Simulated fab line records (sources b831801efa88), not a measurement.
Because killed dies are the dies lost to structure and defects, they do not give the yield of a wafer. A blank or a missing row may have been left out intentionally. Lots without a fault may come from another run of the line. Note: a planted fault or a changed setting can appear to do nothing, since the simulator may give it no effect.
fab line records    flow sfq-line
record: lots: 7  wafers: 21  last-day: 91
route steps=325 shown I1@83 M2@88 I2@103 M3@118 M8@325
lots that met no fault: taken from a fault-free run of the same line
start-h: hours from the record's first day to the start of the lot's first wafer shown    wait-h: hours from the lot's prior step to this one    " identical to the entry in the row above    L1.1+2: one row covering several wafers at once    - no value present, or no start provided    * or withheld: withheld    < > ~ a bound
route shown NAME@n: NAME is a module with steps in the file, n the number in the route of the first one    usual: mean/standard deviation of fault-free wafers    same: alike in all rows    chamber/n: place in a boat    sites: each site's reading    _std_site: the values' standard deviation    _edge_site: the outer-site mean with the inner-site mean subtracted    radius-mm: how far each site lies from the wafer's centre    mask NAME#n: copy n    behind: the most recent tool/chamber to have shaped the wafer    hold: reason for holding the lot/hours on hold/outcome of the hold    device: whichever transistor did not switch (one of n, p or np)    end of line: the same wafers' tests at the end of the route    a step without rows: its recipe alone    killed: count of dies lost to structure and defects at first sort (not the wafer's yield)    map: a wafer's dies, x killed, . not, _ none there
set.NAME: the setting that was run; set.NAME@STEP: the one run at that earlier step    model.NAME: the simulator's own value behind a step, which no gauge read
lots at some steps of the route; a table a step, a row a wafer
services: from which hour (start-h, from the record's first day; less than 0 if before it) a tool's chamber was out of use, for how many hours, and why
== steps ==
step: SFQ_I1_OVL_MEAS_913
usual: I1_OVL: 0/5.7
lot.wafer  tool        chamber  start-h  wait-h  I1_OVL[nm]
L259.1     overlay-01  -        629.46   0.1     -6
L259.2     "           -        "        "       -4
L259.4     "           -        "        "       -4
L267.1     overlay-02  -        659.46   0.1     -1
L267.4     "           -        "        "       7
L267.6     "           -        "        "       8
L268.3     overlay-02  -        688.96   0.1     8
L268.5     "           -        "        "       9
L268.6     "           -        "        "       9
L269.1     overlay-02  -        690.15   0.1     0
L269.3     "           -        "        "       -6
L269.5     "           -        "        "       -1
L270.1     overlay-01  -        697.76   0.1     -3
L270.2     "           -        "        "       2
L270.4     "           -        "        "       4
L276.3     overlay-02  -        754.00   0.1     2
L276.5     "           -        "        "       -6
L276.6     "           -        "        "       1
L281.1     overlay-01  -        817.95   0.1     -1
L281.4     "           -        "        "       -11
L281.6     "           -        "        "       -2
step: SFQ_TRILAYER_I1_VIA_BARC_OPEN_VIA_ETCH_071
recipe: mask-material: PR  chemistry: O2  target-depth-nm: 125  target: BARC  source-w: 500  bias-w: 80  pressure-mtorr: 30  time-s: 41.7
step: SFQ_TRILAYER_I1_VIA_ETCH_VIA_ETCH_052
recipe: target: SiO2  stop-on: Nb  mask-material: PR  taper-deg: 20  chemistry: CHF3  target-depth-nm: 260  source-w: 500  bias-w: 80  pressure-mtorr: 30  time-s: withheld
step: SFQ_TRILAYER_I1_VIA_STRIP_STRIP_053
recipe: gas: O2  power-w: 200  platen-temp-c: 40  overash-fraction: 0.65  chemistry: O2  pressure-mtorr: 50
step: SFQ_TRILAYER_I1_VIA_STRIP_SOLV_CLEAN_054
recipe: chemistry: NMP  temp-c: 70  time-s: 600
step: SFQ_TRILAYER_M2_DEP_PRE_CLEAN_056
recipe: gas: Ar  time-s: 22.5  bias-v: 250
step: SFQ_TRILAYER_M2_DEP_SPUTTER_055
recipe: material: Nb  base-pressure-pa: 1.33e-06  chamber-pressure-pa: 0.1333  substrate-temp-c: 20  resputter-cathode-voltage-v: 400  target-thk-nm: 200  power-w: 2000  time-s: 133.3
step: SFQ_M2_RS_MEAS_914
recipe: thk-meas-gauge: four-point-probe  reads: Nb_of_TRILAYER_M2_DEP_SPUTTER_055
usual: M2_NB_RS: 0.889/0.0082
lot.wafer  tool           chamber  start-h  wait-h  M2_NB_RS[ohm/sq]
L259.1     film-metro-04  -        631.03   0.0     0.895
L259.2     "              -        "        "       0.890
L259.4     "              -        "        "       0.887
L267.1     film-metro-04  -        660.54   0.0     0.892
L267.4     "              -        "        "       0.891
L267.6     "              -        "        "       0.894
L268.3     film-metro-03  -        690.07   0.1     0.872
L268.5     "              -        "        "       0.885
L268.6     "              -        "        "       0.880
L269.1     film-metro-01  -        691.23   0.0     0.905
L269.3     "              -        "        "       0.901
L269.5     "              -        "        "       0.897
L270.1     film-metro-03  -        698.84   0.0     0.876
L270.2     "              -        "        "       0.887
L270.4     "              -        "        "       0.894
L276.3     film-metro-03  -        755.11   0.1     0.870
L276.5     "              -        "        "       0.872
L276.6     "              -        "        "       0.881
L281.1     film-metro-01  -        819.03   0.0     0.900
L281.4     "              -        "        "       0.906
L281.6     "              -        "        "       0.909
step: SFQ_TRILAYER_M2_LITHO_COAT_062
recipe: resist: BARC  spin-rpm: 3000  resist-thk-nm: 62
step: SFQ_TRILAYER_M2_LITHO_COAT_057
recipe: resist: KrF  spin-rpm: 3042  resist-thk-nm: 600
step: SFQ_TRILAYER_M2_LITHO_SOFTBAKE_061
recipe: temp-c: withheld  time-s: withheld  resist: KrF
step: SFQ_TRILAYER_M2_LITHO_EXPOSE_058
recipe: mask-id: M2  na: 0.6  source-shape: conventional  sigma-outer: 0.65  target-cd-nm: 500  dose-mj: 14.4
lot.wafer   tool            chamber  start-h  wait-h  mask  model.M2.overlay-x-nm
L259.1+2+4  krf-scanner-02  0        768.56   -       M2#0  7.019
L267.1+4+6  krf-scanner-02  0        803.40   -       M2#0  -14.06
L268.3+5+6  krf-scanner-02  0        842.20   -       M2#0  163.6
L269.1+3+5  krf-scanner-02  0        844.20   -       M2#0  162.2
L270.1+2+4  krf-scanner-02  0        850.20   -       M2#0  165.1
L276.3+5+6  krf-scanner-01  0        898.73   -       M2#0  11.73
L281.1+4+6  krf-scanner-01  0        952.38   -       M2#0  -2.845
step: SFQ_TRILAYER_M2_LITHO_PEB_060
recipe: peb-temp-c: 115  peb-time-s: 60  resist: KrF
step: SFQ_TRILAYER_M2_LITHO_DEVELOP_059
recipe: time-s: 60  resist: KrF
step: SFQ_M2_OVL_MEAS_916
usual: M2_OVL: -5/7.4
lot.wafer  tool        chamber  start-h  wait-h  hold                      M2_OVL[nm]
L259.1     overlay-02  -        770.06   0.1     -                         6
L259.2     "           -        "        "       -                         5
L259.4     "           -        "        "       -                         7
L267.1     overlay-01  -        804.90   0.1     -                         -8
L267.4     "           -        "        "       -                         -13
L267.6     "           -        "        "       -                         -11
L268.3     overlay-02  -        843.32   0.1     await-dispo/0.2h/release  161
L268.5     "           -        "        "       await-dispo/0.2h/release  167
L268.6     "           -        "        "       await-dispo/0.2h/release  153
L268.3     overlay-02  -        843.52   0.2     -                         160
L268.5     "           -        "        "       -                         166
L268.6     "           -        "        "       -                         157
L269.1     overlay-02  -        845.70   0.1     await-dispo/0.2h/release  158
L269.3     "           -        "        "       await-dispo/0.2h/release  160
L269.5     "           -        "        "       await-dispo/0.2h/release  161
L269.1     overlay-02  -        845.91   0.2     -                         157
L269.3     "           -        "        "       -                         159
L269.5     "           -        "        "       -                         159
L270.1     overlay-01  -        851.71   0.1     await-dispo/0.2h/release  169
L270.2     "           -        "        "       await-dispo/0.2h/release  169
L270.4     "           -        "        "       await-dispo/0.2h/release  162
L270.1     overlay-01  -        851.91   0.2     -                         172
L270.2     "           -        "        "       -                         168
L270.4     "           -        "        "       -                         160
L276.3     overlay-02  -        899.84   0.1     -                         4
L276.5     "           -        "        "       -                         7
L276.6     "           -        "        "       -                         10
L281.1     overlay-01  -        953.88   0.1     -                         -5
L281.4     "           -        "        "       -                         -14
L281.6     "           -        "        "       -                         -9
step: SFQ_TRILAYER_M2_ETCH_METAL_ETCH_060
recipe: target: Nb  stop-on: SiO2  mask-material: PR  chemistry: Cl2/Ar  target-depth-nm: 240  icp-w: 600  bias-w: 80  pressure-mtorr: 10  time-s: 120
step: SFQ_TRILAYER_M2_STRIP_STRIP_061
recipe: gas: O2  power-w: 200  platen-temp-c: 40  overash-fraction: 0.65  chemistry: O2  pressure-mtorr: 50
usual: drypump-motor-current-A: 5.7/0.49  oes-product-au: 1.002/0.01
same: overash-fraction: 0.65
lot.wafer  tool          chamber  start-h  wait-h  drypump-motor-current-A  oes-product-au  rf-hours-counter-h
L259.1     rie-metal-04  1        770.28   0.1     6.2                      1.020           48
L259.2     "             0        "        "       6.2                      0.997           105
L259.4     "             0        "        "       6.2                      1.000           -
L267.1     rie-metal-02  1        805.31   0.2     5.1                      1.006           77
L267.4     "             1        "        "       5.1                      1.011           -
L267.6     "             1        "        "       5.1                      1.012           -
L268.3     rie-metal-03  0        845.93   0.2     5.4                      1.003           -
L268.5     "             0        "        "       5.5                      1.000           -
L268.6     "             1        "        "       5.2                      0.999           -
L269.1     rie-metal-04  0        853.67   0.1     6.2                      1.006           117
L269.3     "             0        "        "       6.2                      1.013           -
L269.5     "             1        "        "       6.2                      1.018           -
L270.1     rie-metal-04  1        857.32   0.6     6.2                      1.021           61
L270.2     "             0        "        "       6.1                      1.013           118
L270.4     "             0        "        "       6.1                      1.016           -
L276.3     rie-metal-03  1        900.25   0.2     5.3                      1.001           -
L276.5     "             0        "        "       5.5                      0.986           -
L276.6     "             1        "        "       5.3                      0.991           -
L281.1     rie-metal-04  1        954.10   0.1     6.2                      1.003           76
L281.4     "             1        "        "       6.2                      1.018           -
L281.6     "             1        "        "       6.2                      1.008           -
step: SFQ_TRILAYER_M2_STRIP_SOLV_CLEAN_062
recipe: chemistry: NMP  temp-c: 70  time-s: 600
step: SFQ_TRILAYER_I2_DEP_PECVD_063
recipe: material: SiO2  temp-c: 150  time-s: 111.11  pressure-torr: 2.4  rf-w: 183.3  precursor: SiH4/N2O  target-thk-nm: 500
step: SFQ_TRILAYER_I2_CMP_CMP_064
recipe: material: SiO2  down-force-psi: 3  platen-rpm: 60  pad-velocity-m-s: 0.94248
usual: motor-current-A: 10.7/0.94  retaining-ring-pressure-frac: 0.999/0.0054  time-to-endpoint-s: 220/7.2
lot.wafer  tool    chamber  start-h  wait-h  motor-current-A  retaining-ring-pressure-frac  time-to-endpoint-s
L259.1     cmp-02  2        777.60   6.5     10.6             0.994                         210
L259.2     "       0        778.60   7.5     11.1             1.001                         215
L259.4     "       1        "        "       9.4              1.001                         218
L267.4     cmp-01  1        814.02   7.3     9.5              0.998                         230
L267.1     "       2        "        "       9.1              0.991                         222
L267.6     "       0        815.52   8.8     11.7             1.002                         233
L268.3     cmp-01  1        855.52   9.0     9.6              1.008                         223
L268.6     "       1        857.52   10.9    9.7              1.009                         226
L268.5     "       2        "        "       8.4              0.988                         219
L269.3     cmp-02  3        856.10   1.6     10.7             1.002                         222
L269.1     "       0        "        "       11.3             1.000                         219
L269.5     "       2        857.60   3.1     10.8             1.000                         220
L270.4     cmp-02  0        861.60   3.4     11.2             1.003                         221
L270.2     "       2        862.60   4.4     10.5             1.013                         209
L270.1     "       3        "        "       11.0             1.001                         219
L276.3     cmp-02  3        913.60   12.7    11.4             0.992                         220
L276.6     "       1        914.60   13.7    10.1             1.000                         215
L276.5     "       2        "        "       11.1             1.010                         209
L281.4     cmp-02  3        974.56   19.6    11.3             1.005                         227
L281.1     "       0        "        "       11.3             0.998                         215
L281.6     "       2        976.06   21.1    11.1             0.999                         213
step: SFQ_I2_BOW_MEAS_917
recipe: mode: bow
usual: I2_BOW: 1/7.5
lot.wafer  tool           chamber  start-h  wait-h  I2_BOW[um]
L259.1     film-metro-04  -        780.60   2.5     8
L259.2     "              -        "        "       -4
L259.4     "              -        "        "       10
L267.1     film-metro-02  -        816.52   1.5     7
L267.4     "              -        "        "       16
L267.6     "              -        "        "       3
L268.3     film-metro-02  -        858.56   2.5     11
L268.5     "              -        "        "       4
L268.6     "              -        "        "       3
L269.1     film-metro-04  -        858.60   1.5     9
L269.3     "              -        "        "       -3
L269.5     "              -        "        "       8
L270.1     film-metro-01  -        864.60   1.0     0
L270.2     "              -        "        "       11
L270.4     "              -        "        "       -3
L276.3     film-metro-04  -        915.64   1.5     4
L276.5     "              -        "        "       6
L276.6     "              -        "        "       10
L281.1     film-metro-02  -        976.56   1.0     0
L281.4     "              -        "        "       7
L281.6     "              -        "        "       13
step: SFQ_TRILAYER_I2_METRO_MEASURE_065
step: SFQ_TRILAYER_I2_VIA_LITHO_COAT_072
recipe: resist: BARC  spin-rpm: 3000  resist-thk-nm: 62
step: SFQ_TRILAYER_I2_VIA_LITHO_COAT_067
recipe: resist: KrF  spin-rpm: 2975  resist-thk-nm: 650
step: SFQ_TRILAYER_I2_VIA_LITHO_SOFTBAKE_071
recipe: temp-c: withheld  time-s: withheld  resist: KrF
step: SFQ_TRILAYER_I2_VIA_LITHO_EXPOSE_068
recipe: mask-id: I2  na: 0.6  source-shape: conventional  sigma-outer: 0.65  target-cd-nm: 500  dose-mj: 21.3
step: SFQ_TRILAYER_I2_VIA_LITHO_PEB_070
recipe: peb-temp-c: 115  peb-time-s: 60  resist: KrF
step: SFQ_TRILAYER_I2_VIA_LITHO_DEVELOP_069
recipe: time-s: 60  resist: KrF
step: SFQ_I2_OVL_MEAS_918
usual: I2_OVL: 3/5.4
lot.wafer  tool        chamber  start-h  wait-h  I2_OVL[nm]
L259.1     overlay-01  -        924.36   0.1     -1
L259.2     "           -        "        "       4
L259.4     "           -        "        "       1
L267.1     overlay-01  -        949.56   0.1     -2
L267.4     "           -        "        "       -1
L267.6     "           -        "        "       -5
L268.3     overlay-01  -        986.76   0.1     10
L268.5     "           -        "        "       2
L268.6     "           -        "        "       10
L269.1     overlay-01  -        987.95   0.1     7
L269.3     "           -        "        "       2
L269.5     "           -        "        "       7
L270.1     overlay-02  -        992.75   0.1     9
L270.2     "           -        "        "       1
L270.4     "           -        "        "       7
L276.3     overlay-01  -        1046.76  0.1     10
L276.5     "           -        "        "       0
L276.6     "           -        "        "       13
L281.1     overlay-02  -        1104.18  0.1     7
L281.4     "           -        "        "       4
L281.6     "           -        "        "       0
step: SFQ_TRILAYER_I2_VIA_BARC_OPEN_VIA_ETCH_096
recipe: mask-material: PR  chemistry: O2  target-depth-nm: 125  target: BARC  source-w: 500  bias-w: 80  pressure-mtorr: 30  time-s: 41.7
usual: bias-w: 80.00/0.24  drypump-motor-current-A: 5.9/0.53  oes-product-au: 0.686/0.0045  rf-fwd-power-W: 495.0/1.9
lot.wafer  tool         chamber  start-h  wait-h  bias-w  drypump-motor-current-A  oes-product-au  rf-fwd-power-W  rf-hours-counter-h
L259.1     rie-diel-04  0        924.40   0.0     79.80   5.7                      0.680           496.1           16
L259.2     "            2        "        "       79.93   6.5                      0.680           495.5           10
L259.4     "            3        "        "       80.00   6.1                      0.686           498.1           4
L267.1     rie-diel-01  0        949.60   0.0     79.83   6.0                      0.686           498.5           7
L267.4     "            3        "        "       80.09   6.2                      0.682           496.3           7
L267.6     "            0        "        "       79.91   6.0                      0.683           498.3           -
L268.3     rie-diel-04  3        986.79   0.0     79.73   6.1                      0.687           499.9           5
L268.5     "            3        "        "       80.09   6.1                      0.681           496.4           -
L268.6     "            2        "        "       79.57   6.5                      0.690           492.2           -
L269.1     rie-diel-02  0        987.99   0.0     79.86   6.0                      0.678           495.0           5
L269.3     "            2        "        "       79.67   4.7                      0.689           497.1           2
L269.5     "            2        "        "       80.23   4.7                      0.693           497.1           -
L270.1     rie-diel-02  2        992.79   0.0     80.22   4.7                      0.681           496.3           2
L270.2     "            0        "        "       79.97   5.9                      0.693           492.7           5
L270.4     "            3        "        "       79.67   6.2                      0.692           493.9           13
L276.3     rie-diel-02  3        1046.79  0.0     80.02   6.1                      0.691           491.5           14
L276.5     "            0        "        "       79.69   5.9                      0.684           494.6           -
L276.6     "            3        "        "       80.20   6.1                      0.693           493.4           -
L281.1     rie-diel-01  1        1104.22  0.0     79.95   6.0                      0.683           495.2           4
L281.4     "            2        "        "       80.24   6.4                      0.685           492.7           10
L281.6     "            3        "        "       79.57   6.2                      0.676           493.5           -
step: SFQ_TRILAYER_I2_VIA_ETCH_VIA_ETCH_070
recipe: target: SiO2  stop-on: Nb  mask-material: PR  taper-deg: 20  chemistry: CHF3  target-depth-nm: 260  source-w: 491.4  bias-w: 80  pressure-mtorr: 30  time-s: withheld
step: SFQ_TRILAYER_I2_VIA_STRIP_STRIP_071
recipe: gas: O2  power-w: 200  platen-temp-c: 40  overash-fraction: 0.65  chemistry: O2  pressure-mtorr: 50
usual: drypump-motor-current-A: 5.8/0.46  oes-product-au: 1.000/0.0095
same: overash-fraction: 0.65
lot.wafer  tool          chamber  start-h  wait-h  drypump-motor-current-A  oes-product-au  rf-hours-counter-h
L259.1     rie-metal-03  0        924.55   -       5.5                      0.992           96
L259.2     "             1        "        "       5.3                      0.986           71
L259.4     "             0        "        "       5.5                      0.999           -
L267.1     rie-metal-03  0        949.75   -       5.4                      0.998           100
L267.4     "             0        "        "       5.5                      1.006           -
L267.6     "             0        "        "       5.5                      0.994           -
L268.3     rie-metal-01  0        987.14   -       5.5                      0.994           -
L268.5     "             0        "        "       5.5                      0.984           -
L268.6     "             1        "        "       6.6                      0.996           -
L269.1     rie-metal-03  0        988.14   -       5.4                      1.000           106
L269.3     "             0        "        "       5.5                      1.005           -
L269.5     "             0        "        "       5.5                      0.993           -
L270.1     rie-metal-03  0        992.94   -       5.5                      1.002           107
L270.2     "             1        "        "       5.2                      1.006           81
L270.4     "             0        "        "       5.5                      1.003           -
L276.3     rie-metal-04  1        1047.14  -       6.2                      1.009           -
L276.5     "             0        "        "       6.2                      1.007           -
L276.6     "             1        "        "       6.2                      1.014           -
L281.1     rie-metal-03  0        1104.37  -       5.5                      0.997           121
L281.4     "             1        "        "       5.2                      0.993           -
L281.6     "             1        "        "       5.2                      0.988           -
step: SFQ_TRILAYER_I2_VIA_STRIP_SOLV_CLEAN_072
recipe: chemistry: NMP  temp-c: 70  time-s: 600
step: SFQ_TRILAYER_M3_DEP_PRE_CLEAN_074
recipe: gas: Ar  time-s: 22.5  bias-v: 250
step: SFQ_TRILAYER_M3_DEP_SPUTTER_073
recipe: material: Nb  base-pressure-pa: 1.33e-06  chamber-pressure-pa: 0.1333  substrate-temp-c: 20  resputter-cathode-voltage-v: 400  target-thk-nm: 200  power-w: 2000  time-s: 133.3
usual: resputter-cathode-voltage-v: 400/3.9  throttle-valve-pct: 30.4/0.86
lot.wafer  tool            chamber  start-h  wait-h  resputter-cathode-voltage-v  throttle-valve-pct
L259.1     pvd-sputter-03  -        925.37   0.0     390                          30.8
L259.2     "               -        "        "       396                          31.2
L259.4     "               -        "        "       404                          30.4
L267.1     pvd-sputter-03  -        950.56   0.0     398                          31.3
L267.4     "               -        "        "       408                          31.1
L267.6     "               -        "        "       403                          30.7
L268.3     pvd-sputter-04  -        987.74   0.0     402                          29.4
L268.5     "               -        "        "       402                          31.2
L268.6     "               -        "        "       400                          30.7
L269.1     pvd-sputter-06  -        988.94   0.0     401                          29.9
L269.3     "               -        "        "       399                          29.5
L269.5     "               -        "        "       394                          29.3
L270.1     pvd-sputter-06  -        993.74   0.0     404                          30.0
L270.2     "               -        "        "       390                          29.7
L270.4     "               -        "        "       398                          30.9
L276.3     pvd-sputter-03  -        1047.74  0.0     398                          31.1
L276.5     "               -        "        "       400                          30.9
L276.6     "               -        "        "       395                          31.1
L281.1     pvd-sputter-06  -        1105.19  0.0     401                          30.8
L281.4     "               -        "        "       402                          29.8
L281.6     "               -        "        "       402                          30.6
step: SFQ_M3_RS_MEAS_919
recipe: thk-meas-gauge: four-point-probe  reads: Nb_of_TRILAYER_M3_DEP_SPUTTER_073
usual: M3_NB_RS: 0.887/0.01
lot.wafer  tool           chamber  start-h  wait-h  M3_NB_RS[ohm/sq]
L259.1     film-metro-02  -        925.46   0.0     0.871
L259.2     "              -        "        "       0.883
L259.4     "              -        "        "       0.885
L267.1     film-metro-01  -        950.66   0.1     0.872
L267.4     "              -        "        "       0.876
L267.6     "              -        "        "       0.869
L268.3     film-metro-02  -        987.87   0.1     0.895
L268.5     "              -        "        "       0.889
L268.6     "              -        "        "       0.890
L269.1     film-metro-03  -        989.03   0.0     0.887
L269.3     "              -        "        "       0.883
L269.5     "              -        "        "       0.889
L270.1     film-metro-01  -        993.83   0.0     0.890
L270.2     "              -        "        "       0.887
L270.4     "              -        "        "       0.895
L276.3     film-metro-03  -        1047.87  0.1     0.879
L276.5     "              -        "        "       0.875
L276.6     "              -        "        "       0.879
L281.1     film-metro-03  -        1105.28  0.0     0.892
L281.4     "              -        "        "       0.903
L281.6     "              -        "        "       0.900
step: SFQ_TRILAYER_M3_LITHO_COAT_080
recipe: resist: BARC  spin-rpm: 3000  resist-thk-nm: 62
step: SFQ_TRILAYER_M3_LITHO_COAT_075
recipe: resist: KrF  spin-rpm: 3000  resist-thk-nm: 600
step: SFQ_TRILAYER_M3_LITHO_SOFTBAKE_079
recipe: temp-c: withheld  time-s: withheld  resist: KrF
step: SFQ_M8_BOW_MEAS_951
recipe: mode: bow
usual: M8_BOW: 6/11
lot.wafer  tool           chamber  start-h  wait-h  M8_BOW[um]  model.etest.i1.link-ohm
L259.1     film-metro-02  -        1931.95  0.0     19          1.966
L259.2     "              -        "        "       8           1.993
L259.4     "              -        "        "       19          1.957
L267.1     film-metro-02  -        1982.05  0.0     15          1.982
L267.4     "              -        "        "       23          1.986
L267.6     "              -        "        "       12          1.982
L268.3     film-metro-02  -        1998.07  0.0     21          2.047
L268.5     "              -        "        "       15          2.046
L268.6     "              -        "        "       14          2.048
L269.1     film-metro-01  -        2004.65  0.0     13          2.07
L269.3     "              -        "        "       1           2.095
L269.5     "              -        "        "       13          2.056
L270.1     film-metro-02  -        2007.21  0.0     12          2.064
L270.2     "              -        "        "       24          2.042
L270.4     "              -        "        "       8           2.056
L276.3     film-metro-01  -        2094.06  0.0     14          1.939
L276.5     "              -        "        "       18          1.946
L276.6     "              -        "        "       19          1.966
L281.1     film-metro-02  -        2185.39  0.0     16          1.98
L281.4     "              -        "        "       23          1.992
L281.6     "              -        "        "       29          2.004
== services ==
tool            chamber  start-h  hours  kind
cmp-02          -        746.81   4.0    pm
pvd-sputter-03  -        748.91   6.1    repair
rie-diel-02     -        771.90   1.0    repair
krf-scanner-02  -        776.96   1.0    pm
krf-scanner-02  -        788.03   1.3    pm
rie-metal-04    -        789.94   2.1    repair
rie-diel-02     1        801.67   6.1    repair
cmp-02          -        818.42   0.6    repair
cmp-02          -        827.34   0.8    repair
krf-scanner-02  -        865.80   6.0    pm
krf-scanner-02  -        881.40   4.0    pm
krf-scanner-02  -        889.02   0.8    pm
rie-metal-04    -        922.10   1.0    repair
krf-scanner-02  -        949.26   1.0    pm
cmp-02          -        959.31   2.2    repair
krf-scanner-02  -        963.93   1.3    pm
rie-metal-03    -        1006.74  2.8    pm
rie-metal-04    -        1019.55  0.8    repair
rie-metal-04    1        1024.05  4.6    repair
cmp-02          -        1043.21  3.2    pm
krf-scanner-02  -        1058.45  0.8    pm
cmp-02          -        1070.80  1.6    repair
cmp-02          -        1089.46  4.0    pm
cmp-02          -        1095.95  2.4    repair
== key ==
first-sign: step: SFQ_M2_OVL_MEAS_916  reading: visit  direction: added
effect: step: SFQ_M2_OVL_MEAS_916  reading: M2_OVL  direction: up  sigmas: 23  usual: -5  struck: 162
model-effect: step: SFQ_TRILAYER_M2_LITHO_EXPOSE_058  value: M2.overlay-x-nm  without: -2.461  struck: 163.6
model-effect: step: SFQ_M8_BOW_MEAS_951  value: etest.i1.link-ohm  without: 1.968  struck: 2.058
met-at SFQ_TRILAYER_M2_LITHO_EXPOSE_058
struck-wafers L268.3,L268.5,L268.6,L269.1,L269.3,L269.5,L270.1,L270.2,L270.4
onset-between 803.40 842.20
fault: kind: scanner-matching-overlay  tool: krf-scanner-02  chamber: -  onset-h: 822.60  steps: SFQ_TRILAYER_M2_LITHO_EXPOSE_058  offset: 166.07
